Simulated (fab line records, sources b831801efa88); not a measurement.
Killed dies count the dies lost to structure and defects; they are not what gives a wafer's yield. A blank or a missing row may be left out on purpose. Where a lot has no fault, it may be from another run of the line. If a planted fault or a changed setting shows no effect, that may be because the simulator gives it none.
A struck lot beside a sound one + flow sky130 + 18 out of 708 route steps
Sound: the wafers L801.1, L801.4, L801.6. The struck wafers were L800.3, L800.5, L800.6. The cause is named last.
For every step that has rows: the tool of each side, followed by ch and its chambers, followed by its first start. Under that, the readings that differ: sound wafers + struck wafers + difference of the means + sigmas: that difference in standard deviations of wafers without a fault.
alike: same words and numbers on both sides, and readings whose means sit less than 2 such deviations apart. not compared: any withheld reading, any reading some wafer has no value for, any bound like >300 that may hide the same value, and any number with overlapping values for which the record gives no deviation.
Wherever a step has rows on one side only, a row that says differs or no value, or a row with sigmas, the two part there. Non-overlapping numbers with no deviation appear without sigmas and do not part them. A reading that every wafer of one side lacks parts them only if that side has two wafers or more.

first, 1 step without rows for these wafers: SKY_VT_ADJUST_HVTR_DEVELOP_06 (develop time 60 s).
SKY_VT_ADJUST_HVTR_CD_MEAS_07 targets a cd of 380 nm.
  sound on cd_sem-02, day 14 22:09; struck on cd_sem-01, day 14 13:42
| reading    | sound             | struck            | difference | sigmas |
|------------|-------------------|-------------------|------------|--------|
| cd_nm (nm) | 383.8 381.1 381.8 | 375.0 379.9 377.8 | -4.7       | -2     |
SKY_VT_ADJUST_HVTR_OVL_MEAS_08:
  sound on overlay-01, day 14 22:16; struck on overlay-01, day 14 13:47
  alike: VT_ADJUST_HVTR_OVL
following that, these wafers have no rows for 1 step: SKY_VT_ADJUST_HVTR_IMPLANT_09.
SKY_VT_ADJUST_HVTR_STRIP_10: strips in O2/N2.
  sound on plasma_asher-04 ch 0,1, day 14 22:27; struck on plasma_asher-03 ch 0,1, day 14 14:00
  alike: drypump_motor_current_A, oes_product_au, strip_time_to_endpoint_s
  not compared: rf_hours_counter_h
SKY_VT_ADJUST_HVTR_TW_MEAS_11:
  sound on film_metro-02, day 14 22:33; struck on film_metro-04, day 14 14:05
  alike: VT_ADJUST_HVTR_TW
then, 6 steps without rows for these wafers: SKY_VT_ADJUST_PCH_DEHYDRATE_00 (time 60 s); SKY_VT_ADJUST_PCH_HMDS_01 (prime time 60 s); SKY_VT_ADJUST_PCH_COAT_02 (resist thk 3000 nm); SKY_VT_ADJUST_PCH_SOFTBAKE_03; SKY_VT_ADJUST_PCH_EXPOSE_04 (exposes mask NWM, target cd 840 nm); SKY_VT_ADJUST_PCH_PEB_05.
SKY_VT_ADJUST_PCH_DEVELOP_06: develop time 60 s.
  sound on litho_track-01 ch 0, day 16 01:00; struck on litho_track-03 ch 0, day 15 16:00
SKY_VT_ADJUST_PCH_OVL_MEAS_07:
  sound on overlay-01, day 16 01:50; struck on overlay-01, day 15 16:25
| reading                | sound        | struck | difference                    | sigmas |
|------------------------|--------------|--------|-------------------------------|--------|
| VT_ADJUST_PCH_OVL (nm) | -0.2 1.1 1.0 | - - -  | no value on the struck wafers |        |
following that, these wafers have no rows for 1 step: SKY_VT_ADJUST_PCH_IMPLANT_08.
SKY_VT_ADJUST_PCH_STRIP_09: strips in O2/N2.
  sound on plasma_asher-03 ch 0,1, day 16 02:02; struck on plasma_asher-02 ch 0,1, day 15 16:37
  alike: drypump_motor_current_A, oes_product_au, strip_time_to_endpoint_s
  not compared: rf_hours_counter_h
SKY_VT_ADJUST_PCH_TW_MEAS_10:
  sound on film_metro-04, day 16 02:08; struck on film_metro-03, day 15 16:42
| reading          | sound             | struck         | difference | sigmas |
|------------------|-------------------|----------------|------------|--------|
| VT_ADJUST_PCH_TW | 142.6 143.5 143.3 | 29.9 30.0 30.0 | -113.2     | -94    |
then, 1 step without rows for these wafers: SKY_SONOS_TUNNEL_DEHYDRATE_00 (time 60 s).

== WHERE THEY PART ==
At SKY_VT_ADJUST_HVTR_CD_MEAS_07 first; at SKY_VT_ADJUST_PCH_TW_MEAS_10 last (within this record only).

WHY: what the simulator had put in
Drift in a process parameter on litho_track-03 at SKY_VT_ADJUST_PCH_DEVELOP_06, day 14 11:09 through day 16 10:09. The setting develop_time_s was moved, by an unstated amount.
